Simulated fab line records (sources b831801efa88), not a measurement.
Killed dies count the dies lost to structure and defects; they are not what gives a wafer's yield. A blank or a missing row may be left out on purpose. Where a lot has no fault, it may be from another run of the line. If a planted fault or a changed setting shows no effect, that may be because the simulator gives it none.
A lot that was struck, set against a sound lot | flow sfq line | 13 steps out of a route of 325
Sound: wafers L848.1, L848.2, L848.4. Wafers L836.3, L836.4, L836.6 were the ones struck. Last of all comes the cause.
At each step with rows: each side's tool, then ch and its chambers, then its first start. Under that, the readings that differ: sound wafers | struck wafers | difference of the means | sigmas: that difference in standard deviations of wafers without a fault.
alike: words and numbers the same on both sides, and readings whose means are apart by under 2 such deviations; not compared: readings that were withheld, readings missing a value for some wafer, numbers with overlapping values and no deviation given by the record, and bounds like >300 which may hide the same value.
Wherever a step has rows on one side only, a row that says differs or no value, or a row with sigmas, the two part there. Numbers that don't overlap but have no deviation are shown without sigmas and don't part them. A reading missing from all wafers of one side parts the sides only when that side holds two or more wafers.

SFQ_TRILAYER_I0_VIA_BARC_OPEN_VIA_ETCH_046: etches BARC in O2, target depth 125 nm, time 41.7 s.
  sound on rie diel-02 ch 0,2, day 18 23:26; struck on rie diel-02 ch 1,2, day 14 09:11
  alike: drypump motor current A, oes product au
  not compared: rf hours counter h
SFQ_TRILAYER_I0_VIA_ETCH_VIA_ETCH_034: etches SiO2 in CHF3, stops on Nb, target depth 260 nm.
  sound on rie diel-02 ch 0,2, day 18 23:28; struck on rie diel-02 ch 1,2, day 14 09:14
  alike: drypump motor current A, oes product au
SFQ_TRILAYER_I0_VIA_STRIP_STRIP_035: strips in O2.
  sound on rie metal-03 ch 0,1, day 18 23:35; struck on rie metal-01 ch 0,1, day 14 09:33
  alike: drypump motor current A, oes product au
  not compared: rf hours counter h
then, 2 steps without rows for these wafers: SFQ_TRILAYER_I0_VIA_STRIP_SOLV_CLEAN_036 (cleans in NMP, time 600 s); SFQ_TRILAYER_M1_DEP_PRE_CLEAN_038 (time 22.5 s).
SFQ_TRILAYER_M1_DEP_SPUTTER_037: material Nb, target thk 200 nm, time 133.3 s.
  struck on pvd sputter-06, day 14 10:09; sound on pvd sputter-06, day 19 00:23
  alike: resputter cathode voltage v, throttle valve pct
SFQ_M1_RS_MEAS_909: measurement is done with a four-point probe.
  struck on film metro-04, day 14 10:17; sound on film metro-03, day 19 00:29
  reading           | sound             | struck            | difference | sigmas
  M1_NB_RS (ohm/sq) | 0.870 0.880 0.872 | 0.896 0.908 0.910 | +0.031     | +4
then, 4 steps without rows for these wafers: SFQ_TRILAYER_M1_LITHO_COAT_044 (resist thk 62 nm); SFQ_TRILAYER_M1_LITHO_COAT_039 (resist thk 600 nm); SFQ_TRILAYER_M1_LITHO_SOFTBAKE_043; SFQ_TRILAYER_M1_LITHO_EXPOSE_040 (exposes mask M1, target cd 500 nm).
-- the record jumps here: 5 days lie between the struck wafers' starts before and after --
SFQ_TRILAYER_M1_LITHO_PEB_042: peb time 60 s.
  struck on litho track-04, day 19 07:32; sound on litho track-04 ch 0, day 25 01:07
  no value came back on the struck wafers for chill plate temp C (C), exhaust pa (Pa); on the sound wafers chill plate temp C (C) reads 22.82 22.92 22.72
then, 1 step without rows for these wafers: SFQ_TRILAYER_M1_LITHO_DEVELOP_041 (time 60 s).

## WHERE THEY PART
First at SFQ_M1_RS_MEAS_909; last, within this record, at SFQ_TRILAYER_M1_LITHO_PEB_042.

WHY: what the simulator had put in
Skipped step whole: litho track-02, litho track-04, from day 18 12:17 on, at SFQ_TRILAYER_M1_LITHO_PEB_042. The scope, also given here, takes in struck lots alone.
